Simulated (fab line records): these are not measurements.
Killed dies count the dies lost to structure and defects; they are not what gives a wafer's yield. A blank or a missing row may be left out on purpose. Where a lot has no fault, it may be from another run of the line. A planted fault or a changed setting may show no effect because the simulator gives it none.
Which tool is to blame? | flow gf180mcu | 36 wafers from 12 lots sampled at 3 of the route's 602 steps

## WHAT THE GAUGES SHOWED, per wafer
GF_CONTACT_RS_MEAS_25: the measuring method here is four-point-probe.
lot  | measured     | on           | CONTACT_W_RS (ohm/sq)
L169 | day 16 02:41 | filmMetro-04 | 0.387 0.386 0.382
L170 | day 16 14:26 | filmMetro-02 | 0.380 0.379 0.379
L171 | day 16 19:55 | filmMetro-04 | 0.384 0.384 0.374
L172 | day 17 04:04 | filmMetro-02 | 0.393 0.394 0.392
L174 | day 18 04:55 | filmMetro-02 | 0.393 0.380 0.383
L178 | day 19 09:51 | filmMetro-04 | 0.387 0.393 0.392
L179 | day 19 18:17 | filmMetro-02 | 0.372 0.378 0.380
L180 | day 20 03:07 | filmMetro-02 | 0.385 0.386 0.388
L182 | day 21 03:43 | filmMetro-04 | 0.382 0.385 0.376
L183 | day 21 11:06 | filmMetro-01 | 0.385 0.382 0.390
L188 | day 23 11:38 | filmMetro-04 | 0.357 0.378 0.380
L190 | day 24 01:43 | filmMetro-04 | 0.352 0.375 0.378

GF_CONTACT_THK_MEAS_26: measures by xrf.
lot  | measured     | on           | CONTACT_W_THK (nm)
L169 | day 16 02:49 | filmMetro-04 | 292 292 294
L170 | day 16 14:32 | filmMetro-02 | 299 298 299
L171 | day 16 20:02 | filmMetro-04 | 293 292 301
L172 | day 17 04:10 | filmMetro-02 | 285 284 284
L174 | day 18 05:02 | filmMetro-02 | 286 295 291
L178 | day 19 09:58 | filmMetro-04 | 292 286 287
L179 | day 19 18:25 | filmMetro-02 | 303 297 296
L180 | day 20 03:13 | filmMetro-02 | 295 294 293
L182 | day 21 03:49 | filmMetro-04 | 297 295 301
L183 | day 21 11:11 | filmMetro-01 | 300 300 296
L188 | day 23 11:44 | filmMetro-04 | 315 299 297
L190 | day 24 01:49 | filmMetro-04 | 326 306 306

## TOOL THAT RAN EACH LOT (tool first, then ch and the chambers of the sampled wafers, then the start)
lot  | GF_CONTACT_CVD_24
L169 | cvdW-02 ch 0,1, day 16 02:35
L170 | cvdW-02 ch 0,1, day 16 14:20
L171 | cvdW-01 ch 0,1, day 16 19:49
L172 | cvdW-01 ch 0, day 17 03:56
L174 | cvdW-01 ch 0,1, day 18 04:48
L178 | cvdW-01 ch 0, day 19 09:39
L179 | cvdW-02 ch 0,1, day 19 18:11
L180 | cvdW-01 ch 0,1, day 20 03:00
L182 | cvdW-02 ch 0,1, day 21 03:35
L183 | cvdW-01 ch 0,1, day 21 10:58
L188 | cvdW-01 ch 0,1, day 23 11:32
L190 | cvdW-01 ch 1, day 24 01:35
- GF_CONTACT_CVD_24: deposits W, target thk 300 nm, time 90.339 s.

## WHAT THE TOOLS THEMSELVES READ (means of the sampled wafers that have a number; where no wafer has one, the mark that the record gives instead)
GF_CONTACT_CVD_24.
lot  | tool    | heaterPowerW (W) | susceptorTempC (C)
L169 | cvdW-02 | 846              | 399.94
L170 | cvdW-02 | 843              | 399.86
L171 | cvdW-01 | 827              | 400.01
L172 | cvdW-01 | 834              | 399.97
L174 | cvdW-01 | 792              | 399.85
L178 | cvdW-01 | 829              | 399.88
L179 | cvdW-02 | 789              | 399.98
L180 | cvdW-01 | 819              | 400.06
L182 | cvdW-02 | 855              | 400.04
L183 | cvdW-01 | 836              | 399.92
L188 | cvdW-01 | 827              | 400.11
L190 | cvdW-01 | 787              | 399.99

## THE ANSWER, worked out from the rows above alone
Rule: usual is defined by the lots themselves. The widest of any qualifying gaps counts: lots, ordered by their means at a reading, are off when they make up no more than a third of the lots, leave a main group of 4 or more, and stand apart from it by 3 or more times the standard deviation of that group's means. If all means in a main group match to the digits the tables above print for the reading, that group is not used. A lot without any number at a reading at which 4 lots or more have one is off too. Any other lot the step has rows for is counted as sound. The gauges are gone through in route order, then the tools' own readings, and for those a lot's mean is taken as printed above. At the first step where some lot is off, the reading lying furthest off is the one used; lots without a number count as furthest.
Across all readings shown, no lot is off: no conclusion can be drawn from this.

## WHAT WAS PUT IN BY THE SIMULATOR
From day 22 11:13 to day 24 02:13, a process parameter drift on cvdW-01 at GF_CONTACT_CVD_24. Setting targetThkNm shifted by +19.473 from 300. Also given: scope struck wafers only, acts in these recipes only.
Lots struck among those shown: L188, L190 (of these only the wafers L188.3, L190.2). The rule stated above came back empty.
